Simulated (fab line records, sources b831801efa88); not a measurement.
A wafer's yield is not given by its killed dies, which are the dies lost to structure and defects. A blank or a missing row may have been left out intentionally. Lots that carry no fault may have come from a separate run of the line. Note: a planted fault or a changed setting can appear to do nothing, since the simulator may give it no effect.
A single fault, viewed from 2 desks | flow gf180mcu | each desk holds nothing but its own numbers, with what lay behind them at the end

== THE METROLOGY DESK ==
What the gauges read, lot by lot, whatever tool the lot ran on: means of the sampled wafers that have a number. Any lot whose mean is over 4 standard deviations away from the usual mean is out of limits and marked OUT; that distance is given in the brackets.
Columns: A = cd nm at GF_POLY_GATE_CD_MEAS_10, usual 280.4 nm; B = V2_BOW at GF_V2_BOW_MEAS_05, usual 102 um; C = V5_CVD_00_THK at GF_V5_THK_MEAS_01, usual 299 nm
lot  | first seen here | A     | B   | C
L269 | day 9 05:56     | 279.9 | 96  | 299
L271 | day 9 21:55     | 280.7 | 114 | 304
L273 | day 10 07:44    | 280.4 | 115 | 298
L274 | day 10 17:04    | 278.8 | 95  | 301
L275 | day 11 00:13    | 280.2 | 104 | 302
L276 | day 11 10:37    | 279.1 | 97  | 294
L277 | day 11 18:09    | 281.2 | 93  | 293
L278 | day 11 22:05    | 282.7 | 99  | 298
L283 | day 13 10:14    | 277.3 | 109 | 295
L284 | day 13 12:52    | 281.2 | 102 | 299
L286 | day 14 05:04    | 277.3 | 108 | 302
L291 | day 15 22:13    | 280.9 | 104 | 291
L292 | day 16 00:48    | 280.6 | 111 | 298
This desk found nothing out of limits on any of the 13 lots.

== TOOL OWNER'S DESK, litho track-04 ==
The tool's own readings at GF_POLY_GATE_PEB_08 (peb time 90 s): means of the sampled wafers that have a number, for each lot that ran on this tool. Any lot whose mean is over 4 standard deviations away from the usual mean is out of limits and marked OUT; that distance is given in the brackets.
Columns: A = heater power total W at GF_POLY_GATE_PEB_08, usual 85.70 W; B = plate temp C at GF_POLY_GATE_PEB_08, usual 135.03 C
lot  | first seen here | A               | B
L269 | day 9 05:37     | 85.80           | 134.97
L271 | day 9 21:34     | 85.68           | 135.09
L274 | day 10 16:43    | 85.65           | 135.07
L278 | day 11 21:44    | 85.71           | 134.98
L283 | day 13 09:47    | 86.74 (+13) OUT | 136.21 (+7.9) OUT
L286 | day 14 04:43    | 86.77 (+14) OUT | 136.28 (+8.3) OUT
This desk's verdict: out of limits on L283, L286, starting with L283 at day 13 09:47 (heater power total W at GF_POLY_GATE_PEB_08). Within limits: L269, L271, L274, L278.

== ALL TOGETHER ==
On L283, L286, at day 13 09:47, an alarm was possible from the tool owner's desk.
At the metrology desk, nothing out of limits was observed.
The metrology desk holds a record of L283, L286, inside its limits.
On litho track-04, each named lot ran GF_POLY_GATE_PEB_08.

== WHAT THE SIMULATOR HAD INSERTED ==
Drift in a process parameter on litho track-04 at GF_POLY_GATE_PEB_08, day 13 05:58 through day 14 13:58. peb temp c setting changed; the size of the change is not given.
Shown lots that were struck: L283, L286.
Each desk's first reading out of limits, in hours after the fault started: the tool owner's desk, 4.
